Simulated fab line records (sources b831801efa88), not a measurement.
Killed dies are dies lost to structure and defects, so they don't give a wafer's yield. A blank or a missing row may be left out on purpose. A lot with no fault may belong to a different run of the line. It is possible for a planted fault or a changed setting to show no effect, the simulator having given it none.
fab line records	flow sky130
record: lots: 24	wafers: 72	lastDay: 50
route steps=708 shown NWELL@63 LI_CONTACT@375 METAL2@486 VIA2@529 METAL3@534
lots that met no fault: from a run of the same line without faults
startH: start of the lot's first displayed wafer, in hours after the record's first day	waitH: hours since the lot's step before	" identical to the entry in the row above	L1.1+2: one row covering several wafers at once	- no value, or no start given	* or withheld: withheld	< > ~ a bound
route shown NAME@n: NAME is a module with steps in the file, n the number in the route of the first one	usual: mean/standard deviation taken from wafers without a fault	same: alike in all rows	chamber/n: place in a boat	sites: per-site readings	_std_site: the values' standard deviation	_edge_site: mean of outer sites minus mean of inner sites	radiusMm: for every site, how far away it sits from the centre of the wafer	mask NAME#n: copy n	behind: tool/chamber where the wafer was last shaped	hold: cause of the lot's hold/its duration in hours/its outcome	device: transistor that didn't switch, given as n, p or np	end of line: at the end of the route, the tests of the same wafers	a step with no rows: only its recipe	killed: dies lost to structure and defects at the first sort, not the wafer's yield	map: dies across one wafer; x = killed, . = not, _ = none there
set.NAME: the setting as run; set.NAME@STEP: as run at that earlier step	model.NAME: the simulator's own value behind a step, which no gauge read
one table for each step of the route and one row for each wafer, over a sample of lots
services: a tool's chamber out of use, with start hour (startH, from the record's first day; less than 0 if before it), hours out, and reason
== steps ==
step: SKY_NWELL_OVL_MEAS_10
usual: NWELL_00_OVL: -0.1/1.3
lot.wafer	tool	chamber	startH	waitH	NWELL_00_OVL[nm]
L074.1	overlay-02	-	89.47	-	-0.1
L074.4	"	-	"	"	0.8
L074.6	"	-	"	"	-0.2
L075.3	overlay-02	-	90.18	-	1.0
L075.5	"	-	"	"	0.4
L075.6	"	-	"	"	-1.5
L076.4	overlay-01	-	95.60	-	0.7
L076.5	"	-	"	"	1.7
L076.6	"	-	"	"	1.4
L077.1	overlay-02	-	101.82	-	-1.5
L077.4	"	-	"	"	0.0
L077.6	"	-	"	"	-1.2
L078.2	overlay-01	-	108.39	-	-1.4
L078.5	"	-	"	"	-1.4
L078.6	"	-	"	"	-1.8
L079.2	overlay-02	-	111.28	-	0.6
L079.3	"	-	"	"	-1.5
L079.4	"	-	"	"	1.4
L080.1	overlay-02	-	118.57	-	-1.0
L080.3	"	-	"	"	1.0
L080.5	"	-	"	"	0.9
L081.1	overlay-01	-	127.83	-	-2.0
L081.4	"	-	"	"	-1.2
L081.5	"	-	"	"	-1.6
L082.1	overlay-02	-	138.52	-	2.3
L082.5	"	-	"	"	-0.1
L082.6	"	-	"	"	0.1
L084.2	overlay-02	-	139.98	-	0.3
L084.5	"	-	"	"	-0.7
L084.6	"	-	"	"	-0.1
L083.1	overlay-02	-	141.32	-	1.4
L083.3	"	-	"	"	-0.1
L083.6	"	-	"	"	1.3
L085.1	overlay-02	-	146.47	-	-2.3
L085.4	"	-	"	"	-0.5
L085.6	"	-	"	"	1.2
L086.4	overlay-02	-	155.89	-	1.2
L086.5	"	-	"	"	1.7
L086.6	"	-	"	"	1.4
L087.1	overlay-02	-	161.67	-	-1.2
L087.2	"	-	"	"	1.0
L087.6	"	-	"	"	-0.3
L088.2	overlay-02	-	172.08	-	0.6
L088.5	"	-	"	"	-0.7
L088.6	"	-	"	"	-1.5
L089.3	overlay-02	-	175.93	-	0.9
L089.4	"	-	"	"	1.7
L089.6	"	-	"	"	0.4
L090.1	overlay-02	-	181.47	-	2.3
L090.2	"	-	"	"	1.3
L090.4	"	-	"	"	1.4
L091.4	overlay-02	-	185.49	-	3.0
L091.5	"	-	"	"	1.2
L091.6	"	-	"	"	1.4
L092.2	overlay-02	-	191.93	-	0.3
L092.5	"	-	"	"	-1.1
L092.6	"	-	"	"	-1.7
L093.1	overlay-02	-	197.82	-	-0.2
L093.4	"	-	"	"	0.5
L093.5	"	-	"	"	0.1
L094.1	overlay-02	-	208.97	-	-0.7
L094.3	"	-	"	"	-1.6
L094.6	"	-	"	"	0.9
L095.1	overlay-02	-	214.59	-	-0.8
L095.3	"	-	"	"	-0.6
L095.5	"	-	"	"	0.0
L096.2	overlay-02	-	218.03	-	-0.8
L096.4	"	-	"	"	-2.0
L096.6	"	-	"	"	-1.3
L097.2	overlay-02	-	219.73	-	0.8
L097.3	"	-	"	"	0.2
L097.6	"	-	"	"	1.6
step: SKY_LI_CONTACT_OVL_MEAS_13
usual: LI_CONTACT_OVL: -3/5.9
lot.wafer	tool	chamber	startH	waitH	LI_CONTACT_OVL[nm]
L074.1	overlay-01	-	678.15	0.1	-9
L074.4	"	-	"	"	-3
L074.6	"	-	"	"	-3
L075.3	overlay-01	-	681.81	0.1	0
L075.5	"	-	"	"	-2
L075.6	"	-	"	"	0
L076.4	overlay-02	-	705.74	17.5	-7
L076.5	"	-	"	"	-4
L076.6	"	-	"	"	-13
L077.1	overlay-02	-	706.83	2.6	3
L077.4	"	-	"	"	2
L077.6	"	-	"	"	6
L079.2	overlay-02	-	707.09	1.2	13
L079.3	"	-	"	"	-6
L079.4	"	-	"	"	1
L078.2	overlay-01	-	708.11	0.1	-12
L078.5	"	-	"	"	-15
L078.6	"	-	"	"	-10
L080.1	overlay-02	-	734.19	0.1	-4
L080.3	"	-	"	"	0
L080.5	"	-	"	"	3
L081.1	overlay-02	-	739.04	0.1	-6
L081.4	"	-	"	"	-11
L081.5	"	-	"	"	-5
L082.1	overlay-01	-	747.40	0.1	-8
L082.5	"	-	"	"	-2
L082.6	"	-	"	"	-5
L083.1	overlay-02	-	747.94	0.1	-1
L083.3	"	-	"	"	-4
L083.6	"	-	"	"	0
L085.1	overlay-01	-	749.80	0.1	-5
L085.4	"	-	"	"	-1
L085.6	"	-	"	"	3
L084.2	overlay-02	-	761.11	0.1	-1
L084.5	"	-	"	"	-4
L084.6	"	-	"	"	-9
L086.4	overlay-02	-	779.31	0.1	2
L086.5	"	-	"	"	-11
L086.6	"	-	"	"	1
L087.1	overlay-01	-	785.69	0.1	-2
L087.2	"	-	"	"	-4
L087.6	"	-	"	"	-1
L088.2	overlay-02	-	802.09	0.1	-5
L088.5	"	-	"	"	1
L088.6	"	-	"	"	4
L090.1	overlay-01	-	806.59	0.1	2
L090.2	"	-	"	"	-3
L090.4	"	-	"	"	1
L089.3	overlay-01	-	807.01	0.1	3
L089.4	"	-	"	"	1
L089.6	"	-	"	"	3
L091.4	overlay-02	-	810.11	0.1	-12
L091.5	"	-	"	"	-9
L091.6	"	-	"	"	-13
L092.2	overlay-01	-	813.41	0.1	-5
L092.5	"	-	"	"	0
L092.6	"	-	"	"	3
L093.1	overlay-02	-	839.80	0.1	-4
L093.4	"	-	"	"	-10
L093.5	"	-	"	"	-4
L094.1	overlay-02	-	844.04	0.1	0
L094.3	"	-	"	"	-5
L094.6	"	-	"	"	-7
L095.1	overlay-01	-	845.46	0.1	-1
L095.3	"	-	"	"	-3
L095.5	"	-	"	"	-6
L096.2	overlay-01	-	848.96	0.1	17
L096.4	"	-	"	"	6
L096.6	"	-	"	"	8
L097.2	overlay-02	-	850.21	0.1	4
L097.3	"	-	"	"	-3
L097.6	"	-	"	"	-3
step: SKY_LI_CONTACT_SPUTTER_20
recipe: material: TiN	targetThkNm: 20	chamberPressurePa: 5	powerW: 4000	timeS: 80
usual: throttleValvePct: 29.8/1.3
lot.wafer	tool	chamber	startH	waitH	throttleValvePct
L074.1	pvdSputter-01	-	678.68	0.0	27.3
L074.4	"	-	"	"	30.4
L074.6	"	-	"	"	30.5
L075.3	pvdSputter-04	-	682.33	0.0	29.0
L075.5	"	-	"	"	30.3
L075.6	"	-	"	"	28.7
L076.4	pvdSputter-04	-	706.31	0.0	28.7
L076.5	"	-	"	"	28.9
L076.6	"	-	"	"	29.4
L077.1	pvdSputter-04	-	707.98	0.0	29.2
L077.4	"	-	"	"	28.8
L077.6	"	-	"	"	29.4
L079.2	pvdSputter-01	-	707.98	0.0	31.9
L079.3	"	-	"	"	27.3
L079.4	"	-	"	"	27.1
L078.2	pvdSputter-01	-	709.21	0.0	27.2
L078.5	"	-	"	"	32.3
L078.6	"	-	"	"	27.3
L080.1	pvdSputter-04	-	734.79	0.0	29.7
L080.3	"	-	"	"	30.7
L080.5	"	-	"	"	28.8
L081.1	pvdSputter-04	-	739.57	0.0	29.5
L081.4	"	-	"	"	29.6
L081.5	"	-	"	"	29.6
L082.1	pvdSputter-01	-	747.95	0.0	30.5
L082.5	"	-	"	"	27.0
L082.6	"	-	"	"	32.2
L083.1	pvdSputter-04	-	748.51	0.0	30.6
L083.3	"	-	"	"	28.7
L083.6	"	-	"	"	30.5
L085.1	pvdSputter-01	-	750.54	0.0	27.1
L085.4	"	-	"	"	30.6
L085.6	"	-	"	"	27.1
L084.2	pvdSputter-01	-	761.63	0.0	27.1
L084.5	"	-	"	"	29.7
L084.6	"	-	"	"	27.0
L086.4	pvdSputter-01	-	779.84	0.0	30.4
L086.5	"	-	"	"	30.2
L086.6	"	-	"	"	32.0
L087.1	pvdSputter-04	-	786.24	0.0	30.5
L087.2	"	-	"	"	29.7
L087.6	"	-	"	"	29.5
L088.2	pvdSputter-01	-	802.62	0.0	30.6
L088.5	"	-	"	"	31.7
L088.6	"	-	"	"	30.6
L090.1	pvdSputter-04	-	807.12	0.0	28.8
L090.2	"	-	"	"	29.6
L090.4	"	-	"	"	29.6
L089.3	pvdSputter-03	-	807.53	0.0	30.9
L089.4	"	-	"	"	29.9
L089.6	"	-	"	"	30.3
L091.4	pvdSputter-01	-	810.62	0.0	27.3
L091.5	"	-	"	"	30.5
L091.6	"	-	"	"	30.1
L092.2	pvdSputter-04	-	813.93	0.0	29.6
L092.5	"	-	"	"	29.1
L092.6	"	-	"	"	30.3
L093.1	pvdSputter-01	-	840.34	0.0	30.0
L093.4	"	-	"	"	30.6
L093.5	"	-	"	"	30.4
L094.1	pvdSputter-01	-	844.59	0.0	32.0
L094.3	"	-	"	"	30.3
L094.6	"	-	"	"	30.0
L095.1	pvdSputter-01	-	845.99	0.0	27.3
L095.3	"	-	"	"	32.1
L095.5	"	-	"	"	30.0
L096.2	pvdSputter-04	-	849.49	0.0	29.6
L096.4	"	-	"	"	29.4
L096.6	"	-	"	"	28.7
L097.2	pvdSputter-04	-	850.75	0.0	29.7
L097.3	"	-	"	"	29.3
L097.6	"	-	"	"	30.6
step: SKY_METAL2_SPUTTER_03
recipe: material: Ti	targetThkNm: 5	powerW: 3000	timeS: 3.3	chamberPressurePa: 0.4
usual: throttleValvePct: 30.2/0.72
lot.wafer	tool	chamber	startH	waitH	throttleValvePct
L074.1	pvdSputter-02	-	795.43	0.0	31.0
L074.4	"	-	"	"	29.8
L074.6	"	-	"	"	30.1
L075.3	pvdSputter-04	-	796.76	0.0	29.5
L075.5	"	-	"	"	29.6
L075.6	"	-	"	"	28.7
L076.4	pvdSputter-03	-	815.17	0.0	30.9
L076.5	"	-	"	"	31.0
L076.6	"	-	"	"	29.8
L077.1	pvdSputter-04	-	818.52	0.0	29.9
L077.4	"	-	"	"	29.6
L077.6	"	-	"	"	28.8
L079.2	pvdSputter-02	-	819.13	0.0	31.0
L079.3	"	-	"	"	30.2
L079.4	"	-	"	"	30.2
L078.2	pvdSputter-04	-	824.34	0.0	28.7
L078.5	"	-	"	"	29.6
L078.6	"	-	"	"	28.9
L080.1	pvdSputter-03	-	848.71	0.0	31.2
L080.3	"	-	"	"	30.6
L080.5	"	-	"	"	31.2
L081.1	pvdSputter-03	-	853.61	0.0	30.9
L081.4	"	-	"	"	30.0
L081.5	"	-	"	"	30.9
L082.1	pvdSputter-04	-	859.82	0.0	30.4
L082.5	"	-	"	"	30.6
L082.6	"	-	"	"	28.8
L083.1	pvdSputter-02	-	860.47	0.0	30.4
L083.3	"	-	"	"	30.9
L083.6	"	-	"	"	30.8
L085.1	pvdSputter-04	-	861.37	0.0	29.5
L085.4	"	-	"	"	28.6
L085.6	"	-	"	"	29.4
L084.2	pvdSputter-04	-	873.47	0.0	30.7
L084.5	"	-	"	"	28.7
L084.6	"	-	"	"	29.6
L086.4	pvdSputter-02	-	891.10	0.0	29.7
L086.5	"	-	"	"	30.8
L086.6	"	-	"	"	30.2
L087.1	pvdSputter-02	-	897.57	0.0	30.6
L087.2	"	-	"	"	30.8
L087.6	"	-	"	"	30.9
L088.2	pvdSputter-02	-	910.62	0.0	30.8
L088.5	"	-	"	"	29.7
L088.6	"	-	"	"	30.9
L090.1	pvdSputter-03	-	914.24	0.0	30.2
L090.2	"	-	"	"	31.0
L090.4	"	-	"	"	29.9
L089.3	pvdSputter-03	-	916.17	0.0	31.0
L089.4	"	-	"	"	30.1
L089.6	"	-	"	"	31.2
L091.4	pvdSputter-02	-	920.07	0.0	30.7
L091.5	"	-	"	"	30.7
L091.6	"	-	"	"	29.9
L092.2	pvdSputter-02	-	923.21	0.0	29.8
L092.5	"	-	"	"	29.9
L092.6	"	-	"	"	30.7
L093.1	pvdSputter-03	-	948.32	0.0	29.7
L093.4	"	-	"	"	31.3
L093.5	"	-	"	"	30.1
L095.1	pvdSputter-03	-	951.86	0.0	31.1
L095.3	"	-	"	"	29.6
L095.5	"	-	"	"	29.6
L094.1	pvdSputter-04	-	952.16	0.0	29.6
L094.3	"	-	"	"	29.6
L094.6	"	-	"	"	29.7
L096.2	pvdSputter-04	-	956.16	0.0	28.6
L096.4	"	-	"	"	29.7
L096.6	"	-	"	"	30.4
L097.2	pvdSputter-03	-	958.24	0.0	30.0
L097.3	"	-	"	"	31.2
L097.6	"	-	"	"	31.0
step: SKY_VIA2_RS_MEAS_22
recipe: thkMeasGauge: four-point-probe	reads: W_of_VIA2_CVD_21+TiN_of_VIA2_SPUTTER_20
usual: VIA2_W_RS: 0.268/0.0069
lot.wafer	tool	chamber	startH	waitH	VIA2_W_RS[ohm/sq]
L074.1	filmMetro-04	-	851.38	0.1	0.274
L074.4	"	-	"	"	0.278
L074.6	"	-	"	"	0.277
L075.3	filmMetro-01	-	852.95	0.1	0.273
L075.5	"	-	"	"	0.263
L075.6	"	-	"	"	0.272
L076.4	filmMetro-02	-	871.27	0.1	0.258
L076.5	"	-	"	"	0.272
L076.6	"	-	"	"	0.258
L077.1	filmMetro-02	-	873.51	0.1	0.272
L077.4	"	-	"	"	0.272
L077.6	"	-	"	"	0.262
L079.2	filmMetro-04	-	874.49	0.1	0.275
L079.3	"	-	"	"	0.270
L079.4	"	-	"	"	0.258
L078.2	filmMetro-04	-	879.64	0.1	0.266
L078.5	"	-	"	"	0.259
L078.6	"	-	"	"	0.270
L080.1	filmMetro-02	-	901.67	0.1	0.263
L080.3	"	-	"	"	0.274
L080.5	"	-	"	"	0.275
L081.1	filmMetro-04	-	907.97	0.1	0.276
L081.4	"	-	"	"	0.264
L081.5	"	-	"	"	0.262
L082.1	filmMetro-02	-	911.65	0.1	0.272
L082.5	"	-	"	"	0.270
L082.6	"	-	"	"	0.260
L083.1	filmMetro-02	-	912.11	0.1	0.276
L083.3	"	-	"	"	0.263
L083.6	"	-	"	"	0.274
L085.1	filmMetro-01	-	912.42	0.1	0.261
L085.4	"	-	"	"	0.271
L085.6	"	-	"	"	0.262
L084.2	filmMetro-02	-	925.89	0.1	0.258
L084.5	"	-	"	"	0.276
L084.6	"	-	"	"	0.262
L086.4	filmMetro-04	-	940.97	0.1	0.257
L086.5	"	-	"	"	0.271
L086.6	"	-	"	"	0.260
L087.1	filmMetro-01	-	949.25	0.1	0.274
L087.2	"	-	"	"	0.274
L087.6	"	-	"	"	0.274
L088.2	filmMetro-01	-	962.77	0.1	0.271
L088.5	"	-	"	"	0.261
L088.6	"	-	"	"	0.273
L090.1	filmMetro-02	-	966.32	0.1	0.271
L090.2	"	-	"	"	0.256
L090.4	"	-	"	"	0.270
L089.3	filmMetro-04	-	968.26	0.1	0.270
L089.4	"	-	"	"	0.259
L089.6	"	-	"	"	0.271
L091.4	filmMetro-02	-	972.52	0.1	0.266
L091.5	"	-	"	"	0.267
L091.6	"	-	"	"	0.256
L092.2	filmMetro-02	-	973.62	0.1	0.277
L092.5	"	-	"	"	0.275
L092.6	"	-	"	"	0.278
L093.1	filmMetro-01	-	998.55	0.1	0.266
L093.4	"	-	"	"	0.264
L093.5	"	-	"	"	0.275
L095.1	filmMetro-02	-	1001.26	0.1	0.276
L095.3	"	-	"	"	0.278
L095.5	"	-	"	"	0.277
L094.1	filmMetro-02	-	1001.92	0.1	0.272
L094.3	"	-	"	"	0.274
L094.6	"	-	"	"	0.273
L096.2	filmMetro-04	-	1006.89	0.1	0.279
L096.4	"	-	"	"	0.278
L096.6	"	-	"	"	0.277
L097.2	filmMetro-01	-	1008.45	0.1	0.263
L097.3	"	-	"	"	0.261
L097.6	"	-	"	"	0.262
step: SKY_METAL3_SPUTTER_02
recipe: material: AlCu	targetThkNm: 735	powerW: 10600	timeS: 39.1	chamberPressurePa: 0.4
usual: throttleValvePct: 29.9/1.3
lot.wafer	tool	chamber	startH	waitH	throttleValvePct
L074.1	pvdSputter-04	-	851.91	0.0	29.4
L074.4	"	-	"	"	28.7
L074.6	"	-	"	"	28.9
L075.3	pvdSputter-02	-	853.44	0.0	30.7
L075.5	"	-	"	"	31.0
L075.6	"	-	"	"	29.9
L076.4	pvdSputter-04	-	871.74	0.0	30.5
L076.5	"	-	"	"	28.8
L076.6	"	-	"	"	30.5
L077.1	pvdSputter-01	-	874.05	0.0	29.9
L077.4	"	-	"	"	27.4
L077.6	"	-	"	"	30.0
L079.2	pvdSputter-01	-	875.00	0.0	30.5
L079.3	"	-	"	"	30.0
L079.4	"	-	"	"	31.9
L078.2	pvdSputter-04	-	880.15	0.0	30.5
L078.5	"	-	"	"	29.0
L078.6	"	-	"	"	30.8
L080.1	pvdSputter-01	-	902.20	0.0	29.8
L080.3	"	-	"	"	27.0
L080.5	"	-	"	"	30.5
L081.1	pvdSputter-02	-	908.50	0.0	29.8
L081.4	"	-	"	"	29.7
L081.5	"	-	"	"	30.9
L082.1	pvdSputter-01	-	912.18	0.0	31.8
L082.5	"	-	"	"	32.1
L082.6	"	-	"	"	30.4
L083.1	pvdSputter-04	-	912.64	0.0	29.4
L083.3	"	-	"	"	28.8
L083.6	"	-	"	"	29.3
L085.1	pvdSputter-02	-	912.95	0.0	30.5
L085.4	"	-	"	"	30.9
L085.6	"	-	"	"	30.9
L084.2	pvdSputter-02	-	926.40	0.0	30.9
L084.5	"	-	"	"	30.9
L084.6	"	-	"	"	29.5
L086.4	pvdSputter-02	-	941.43	0.0	30.8
L086.5	"	-	"	"	30.5
L086.6	"	-	"	"	30.3
L087.1	pvdSputter-04	-	949.86	0.0	29.3
L087.2	"	-	"	"	28.8
L087.6	"	-	"	"	30.4
L088.2	pvdSputter-01	-	963.42	0.0	32.0
L088.5	"	-	"	"	27.2
L088.6	"	-	"	"	30.2
L090.1	pvdSputter-04	-	966.85	0.0	30.4
L090.2	"	-	"	"	28.7
L090.4	"	-	"	"	29.6
L089.3	pvdSputter-01	-	968.75	0.0	30.4
L089.4	"	-	"	"	27.3
L089.6	"	-	"	"	30.1
L091.4	pvdSputter-04	-	973.01	0.0	30.7
L091.5	"	-	"	"	29.1
L091.6	"	-	"	"	29.5
L092.2	pvdSputter-04	-	974.13	0.0	29.4
L092.5	"	-	"	"	29.3
L092.6	"	-	"	"	28.5
L093.1	pvdSputter-01	-	999.08	0.0	31.8
L093.4	"	-	"	"	29.9
L093.5	"	-	"	"	31.9
L095.1	pvdSputter-04	-	1002.25	0.0	29.6
L095.3	"	-	"	"	30.5
L095.5	"	-	"	"	28.7
L094.1	pvdSputter-01	-	1003.15	0.0	27.0
L094.3	"	-	"	"	32.1
L094.6	"	-	"	"	30.0
L096.2	pvdSputter-01	-	1007.70	0.0	30.0
L096.4	"	-	"	"	30.0
L096.6	"	-	"	"	32.2
L097.2	pvdSputter-04	-	1009.20	0.0	29.6
L097.3	"	-	"	"	28.8
L097.6	"	-	"	"	28.8
== services ==
tool	chamber	startH	hours	kind
pvdSputter-03	-	679.70	0.8	repair
pvdSputter-03	-	702.76	2.5	repair
pvdSputter-03	-	706.49	3.1	repair
pvdSputter-01	2	707.06	-	consumableReplace:kit
pvdSputter-01	2	707.06	18.0	scheduledDown
pvdSputter-01	2	707.06	18.0	ventCycle
pvdSputter-01	-	710.50	1.7	repair
pvdSputter-02	-	718.01	0.6	repair
pvdSputter-04	1	793.37	-	consumableReplace:kit
pvdSputter-04	1	793.37	18.0	scheduledDown
pvdSputter-04	1	793.37	18.0	ventCycle
pvdSputter-02	-	805.55	1.1	repair
pvdSputter-03	-	838.63	10.0	repair
pvdSputter-02	-	878.85	3.7	repair
pvdSputter-01	-	885.11	7.9	repair
pvdSputter-04	-	886.72	13.6	repair
pvdSputter-03	-	894.37	1.4	repair
pvdSputter-03	-	895.22	1.1	repair
pvdSputter-01	-	921.14	2.2	repair
pvdSputter-02	-	942.10	84.7	repair
pvdSputter-04	-	961.59	1.0	repair
pvdSputter-04	0	968.50	-	consumableReplace:kit
pvdSputter-04	0	968.50	18.0	scheduledDown
pvdSputter-04	0	968.50	18.0	ventCycle
== key ==
fault none
